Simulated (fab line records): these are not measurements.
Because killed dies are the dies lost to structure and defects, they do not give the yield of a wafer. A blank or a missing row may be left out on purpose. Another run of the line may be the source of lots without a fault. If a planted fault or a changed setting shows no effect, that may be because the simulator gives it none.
Which tool was responsible? :: flow sfq-line :: Sampling: 14 lots, 42 wafers, 4 of 325 route steps

## WHAT EACH GAUGE READ, for each wafer
SFQ_I6_OVL_MEAS_942. Usual: I6_OVL typically reads 1 nm, with standard deviation 5.3.
lot: L895
measured: day 73 11:46
on: overlay-02
I6_OVL (nm): 7 10 10
flag: 

lot: L898
measured: day 77 10:40
on: overlay-02
I6_OVL (nm): 3 -2 3
flag: 

lot: L900
measured: day 77 21:35
on: overlay-01
I6_OVL (nm): -1 4 0
flag: 

lot: L901
measured: day 81 09:00
on: overlay-01
I6_OVL (nm): -1 -4 -6
flag: 

lot: L905
measured: day 83 21:12
on: overlay-02
I6_OVL (nm): 1 1 2
flag: 

lot: L908
measured: day 84 08:01
on: overlay-01
I6_OVL (nm): -11 3 -3
flag: 

lot: L909
measured: day 84 10:24
on: overlay-01
I6_OVL (nm): 12 1 8
flag: 

lot: L910
measured: day 84 12:56
on: overlay-01
I6_OVL (nm): -2 -3 -3
flag: 

lot: L911
measured: day 84 14:08
on: overlay-02
I6_OVL (nm): -2 0 -5
flag: 

lot: L913
measured: day 84 23:51
on: overlay-02
I6_OVL (nm): -10 1 2
flag: 

lot: L914
measured: day 85 04:40
on: overlay-02
I6_OVL (nm): -8 -10 -14
flag: 

lot: L915
measured: day 85 07:04
on: overlay-02
I6_OVL (nm): -4 -2 1
flag: 

lot: L916
measured: day 85 08:15
on: overlay-01
I6_OVL (nm): 0 -2 3
flag: 

lot: L917
measured: day 85 09:27
on: overlay-02
I6_OVL (nm): 4 5 2
flag: 

SFQ_I7_BOW_MEAS_946. Usual: I7_BOW typically reads 7 um, with standard deviation 7.8.
lot: L895
measured: day 77 07:43
on: film-metro-04
I7_BOW (um): 4 4 5
flag: 

lot: L898
measured: day 81 00:02
on: film-metro-04
I7_BOW (um): 23 17 29
flag: 

lot: L900
measured: day 81 12:37
on: film-metro-03
I7_BOW (um): 7 11 7
flag: 

lot: L901
measured: day 84 19:24
on: film-metro-01
I7_BOW (um): 0 -14 6
flag: 

lot: L905
measured: day 87 20:54
on: film-metro-03
I7_BOW (um): -9 -1 0
flag: 

lot: L908
measured: day 88 07:35
on: film-metro-01
I7_BOW (um): 10 12 21
flag: 

lot: L909
measured: day 88 09:10
on: film-metro-03
I7_BOW (um): 12 9 3
flag: 

lot: L910
measured: day 88 12:57
on: film-metro-01
I7_BOW (um): 11 6 -1
flag: 

lot: L911
measured: day 88 15:10
on: film-metro-03
I7_BOW (um): 6 -8 -2
flag: 

lot: L913
measured: day 88 21:10
on: film-metro-03
I7_BOW (um): 14 13 12
flag: 

lot: L914
measured: day 89 02:01
on: film-metro-03
I7_BOW (um): -3 8 -4
flag: 

lot: L915
measured: day 89 04:25
on: film-metro-01
I7_BOW (um): 2 14 1
flag: 

lot: L916
measured: day 89 07:22
on: film-metro-03
I7_BOW (um): -3 -8 1
flag: 

lot: L917
measured: day 89 10:05
on: film-metro-03
I7_BOW (um): 5 0 13
flag: 

## WHICH TOOL RAN EACH LOT (tool, then ch and the chambers of the sampled wafers, then the start)
lot: L895
SFQ_TRILAYER_L0_CAP_PECVD_011: pecvd-03 ch 1,2, day 4 08:52
SFQ_TRILAYER_L0_VIA_ETCH_VIA_ETCH_016: rie-diel-01 ch 0,1,3, day 7 22:09

lot: L898
SFQ_TRILAYER_L0_CAP_PECVD_011: pecvd-01 ch 1,2, day 5 03:53
SFQ_TRILAYER_L0_VIA_ETCH_VIA_ETCH_016: rie-diel-02 ch 1,2,3, day 9 04:15

lot: L900
SFQ_TRILAYER_L0_CAP_PECVD_011: pecvd-03 ch 0,2, day 5 17:05
SFQ_TRILAYER_L0_VIA_ETCH_VIA_ETCH_016: rie-diel-02 ch 2,3, day 9 13:51

lot: L901
SFQ_TRILAYER_L0_CAP_PECVD_011: pecvd-03 ch 0,2, day 6 04:32
SFQ_TRILAYER_L0_VIA_ETCH_VIA_ETCH_016: rie-diel-01 ch 0,2,3, day 10 03:03

lot: L905
SFQ_TRILAYER_L0_CAP_PECVD_011: pecvd-04 ch 0,2, day 7 03:38
SFQ_TRILAYER_L0_VIA_ETCH_VIA_ETCH_016: rie-diel-02 ch 0,1,2, day 11 11:08

lot: L908
SFQ_TRILAYER_L0_CAP_PECVD_011: pecvd-01 ch 0,2, day 8 02:33
SFQ_TRILAYER_L0_VIA_ETCH_VIA_ETCH_016: rie-diel-02 ch 1,2,3, day 12 10:04

lot: L909
SFQ_TRILAYER_L0_CAP_PECVD_011: pecvd-04 ch 0,1,2, day 8 09:45
SFQ_TRILAYER_L0_VIA_ETCH_VIA_ETCH_016: rie-diel-01 ch 2,3, day 12 18:28

lot: L910
SFQ_TRILAYER_L0_CAP_PECVD_011: pecvd-03 ch 0,1,2, day 8 15:46
SFQ_TRILAYER_L0_VIA_ETCH_VIA_ETCH_016: rie-diel-02 ch 0,1,3, day 13 01:40

lot: L911
SFQ_TRILAYER_L0_CAP_PECVD_011: pecvd-03 ch 0,1,2, day 8 22:17
SFQ_TRILAYER_L0_VIA_ETCH_VIA_ETCH_016: rie-diel-03 ch 0,3, day 13 07:19

lot: L913
SFQ_TRILAYER_L0_CAP_PECVD_011: pecvd-01 ch 0,1,2, day 9 09:51
SFQ_TRILAYER_L0_VIA_ETCH_VIA_ETCH_016: rie-diel-03 ch 0,2,3, day 13 20:31

lot: L914
SFQ_TRILAYER_L0_CAP_PECVD_011: pecvd-01 ch 0,1,2, day 9 13:27
SFQ_TRILAYER_L0_VIA_ETCH_VIA_ETCH_016: rie-diel-01 ch 1,2, day 14 06:10

lot: L915
SFQ_TRILAYER_L0_CAP_PECVD_011: pecvd-01 ch 0,1, day 9 18:15
SFQ_TRILAYER_L0_VIA_ETCH_VIA_ETCH_016: rie-diel-02 ch 1,2,3, day 14 10:58

lot: L916
SFQ_TRILAYER_L0_CAP_PECVD_011: pecvd-04 ch 0,1,2, day 10 01:27
SFQ_TRILAYER_L0_VIA_ETCH_VIA_ETCH_016: rie-diel-03 ch 0,1,3, day 14 20:16

lot: L917
SFQ_TRILAYER_L0_CAP_PECVD_011: pecvd-04 ch 0,2, day 10 08:10
SFQ_TRILAYER_L0_VIA_ETCH_VIA_ETCH_016: rie-diel-03 ch 0,1, day 15 03:28
- SFQ_TRILAYER_L0_CAP_PECVD_011: deposits SiO2 from SiH4/N2O, time 13.333 s, target thk 60 nm.
- SFQ_TRILAYER_L0_VIA_ETCH_VIA_ETCH_016: etches SiO2 in CHF3, stops on MoNx KI, target depth 80 nm.

## AS READ BY THE TOOLS THEMSELVES (means over the sampled wafers that have a number; for cases with no such wafer, the mark the record gives instead)
SFQ_TRILAYER_L0_CAP_PECVD_011. Usual: heater-power-w 83 W, standard deviation 12; rf-fwd-power-W 180.0 W, standard deviation 1.1; throttle-valve-pct 24.9 %, standard deviation 1.5.
lot: L895
tool: pecvd-03
heater-power-w (W): 93
rf-fwd-power-W (W): 178.7
throttle-valve-pct (%): 24.6
flag: 

lot: L898
tool: pecvd-01
heater-power-w (W): 79
rf-fwd-power-W (W): 180.4
throttle-valve-pct (%): 23.5
flag: 

lot: L900
tool: pecvd-03
heater-power-w (W): 97
rf-fwd-power-W (W): 180.7
throttle-valve-pct (%): 24.0
flag: 

lot: L901
tool: pecvd-03
heater-power-w (W): 91
rf-fwd-power-W (W): 180.7
throttle-valve-pct (%): 24.8
flag: 

lot: L905
tool: pecvd-04
heater-power-w (W): 67
rf-fwd-power-W (W): 179.6
throttle-valve-pct (%): 25.6
flag: 

lot: L908
tool: pecvd-01
heater-power-w (W): 83
rf-fwd-power-W (W): 180.3
throttle-valve-pct (%): 24.3
flag: 

lot: L909
tool: pecvd-04
heater-power-w (W): 67
rf-fwd-power-W (W): 179.6
throttle-valve-pct (%): 26.6
flag: 

lot: L910
tool: pecvd-03
heater-power-w (W): 94
rf-fwd-power-W (W): 179.9
throttle-valve-pct (%): 24.2
flag: 

lot: L911
tool: pecvd-03
heater-power-w (W): 98
rf-fwd-power-W (W): 179.5
throttle-valve-pct (%): 24.3
flag: 

lot: L913
tool: pecvd-01
heater-power-w (W): 80
rf-fwd-power-W (W): 180.8
throttle-valve-pct (%): 23.8
flag: 

lot: L914
tool: pecvd-01
heater-power-w (W): 79
rf-fwd-power-W (W): 181.1
throttle-valve-pct (%): 23.9
flag: 

lot: L915
tool: pecvd-01
heater-power-w (W): 75
rf-fwd-power-W (W): 180.8
throttle-valve-pct (%): 23.8
flag: 

lot: L916
tool: pecvd-04
heater-power-w (W): 77
rf-fwd-power-W (W): 179.8
throttle-valve-pct (%): 26.6
flag: 

lot: L917
tool: pecvd-04
heater-power-w (W): 67
rf-fwd-power-W (W): 179.5
throttle-valve-pct (%): 25.3
flag: 

SFQ_TRILAYER_L0_VIA_ETCH_VIA_ETCH_016. Usual: chamber-pressure-mTorr 29.999 mTorr, standard deviation 0.029; drypump-motor-current-A 5.6 A, standard deviation 0.46; oes-product-au 0.842 a.u., standard deviation 0.0092; rf-fwd-power-W 494.5 W, standard deviation 2.
lot: L895
tool: rie-diel-01
chamber-pressure-mTorr (mTorr): 30.017
drypump-motor-current-A (A): 5.6
oes-product-au (a.u.): 0.844
rf-fwd-power-W (W): 494.4
flag: 

lot: L898
tool: rie-diel-02
chamber-pressure-mTorr (mTorr): 29.994
drypump-motor-current-A (A): 5.8
oes-product-au (a.u.): 0.840
rf-fwd-power-W (W): 492.7
flag: 

lot: L900
tool: rie-diel-02
chamber-pressure-mTorr (mTorr): 30.001
drypump-motor-current-A (A): 6.1
oes-product-au (a.u.): 0.802
rf-fwd-power-W (W): 494.3
flag: OFF

lot: L901
tool: rie-diel-01
chamber-pressure-mTorr (mTorr): 30.034
drypump-motor-current-A (A): 5.5
oes-product-au (a.u.): 0.798
rf-fwd-power-W (W): 494.3
flag: OFF

lot: L905
tool: rie-diel-02
chamber-pressure-mTorr (mTorr): 30.002
drypump-motor-current-A (A): 5.7
oes-product-au (a.u.): 0.849
rf-fwd-power-W (W): 493.0
flag: 

lot: L908
tool: rie-diel-02
chamber-pressure-mTorr (mTorr): 30.010
drypump-motor-current-A (A): 5.8
oes-product-au (a.u.): 0.839
rf-fwd-power-W (W): 495.0
flag: 

lot: L909
tool: rie-diel-01
chamber-pressure-mTorr (mTorr): 29.993
drypump-motor-current-A (A): 5.1
oes-product-au (a.u.): 0.846
rf-fwd-power-W (W): 497.2
flag: 

lot: L910
tool: rie-diel-02
chamber-pressure-mTorr (mTorr): 29.979
drypump-motor-current-A (A): 5.8
oes-product-au (a.u.): 0.838
rf-fwd-power-W (W): 493.6
flag: 

lot: L911
tool: rie-diel-03
chamber-pressure-mTorr (mTorr): 29.991
drypump-motor-current-A (A): 5.4
oes-product-au (a.u.): 0.841
rf-fwd-power-W (W): 495.8
flag: 

lot: L913
tool: rie-diel-03
chamber-pressure-mTorr (mTorr): 30.039
drypump-motor-current-A (A): 5.3
oes-product-au (a.u.): 0.850
rf-fwd-power-W (W): 494.9
flag: 

lot: L914
tool: rie-diel-01
chamber-pressure-mTorr (mTorr): 29.965
drypump-motor-current-A (A): 5.8
oes-product-au (a.u.): 0.845
rf-fwd-power-W (W): 495.5
flag: 

lot: L915
tool: rie-diel-02
chamber-pressure-mTorr (mTorr): 30.017
drypump-motor-current-A (A): 5.8
oes-product-au (a.u.): 0.854
rf-fwd-power-W (W): 493.4
flag: 

lot: L916
tool: rie-diel-03
chamber-pressure-mTorr (mTorr): 29.984
drypump-motor-current-A (A): 5.2
oes-product-au (a.u.): 0.831
rf-fwd-power-W (W): 494.3
flag: 

lot: L917
tool: rie-diel-03
chamber-pressure-mTorr (mTorr): 29.990
drypump-motor-current-A (A): 5.0
oes-product-au (a.u.): 0.844
rf-fwd-power-W (W): 495.0
flag: 

## THE ANSWER, worked out from the rows above alone
Rule: take the mean of a lot's wafers that have a number; if it is more than 3 standard deviations from the usual mean, the lot is off. A lot without any number at a reading at which 4 lots or more have one is off too. The other lots that the step has rows for count as sound. First the gauges in route order, then the tools' own readings, where a lot's mean is used as printed above. The first step at which some lot is off is used, and at that step the reading that is off furthest; a lot without a number counts as furthest.
Off: L900, L901 (SFQ_TRILAYER_L0_VIA_ETCH_VIA_ETCH_016, oes-product-au).
A tool fits if, at that step or a process step before it, it ran every lot that is off, and no sound lot after the first of them. None of those tried fits.

## WHAT THE SIMULATOR HAD INSERTED
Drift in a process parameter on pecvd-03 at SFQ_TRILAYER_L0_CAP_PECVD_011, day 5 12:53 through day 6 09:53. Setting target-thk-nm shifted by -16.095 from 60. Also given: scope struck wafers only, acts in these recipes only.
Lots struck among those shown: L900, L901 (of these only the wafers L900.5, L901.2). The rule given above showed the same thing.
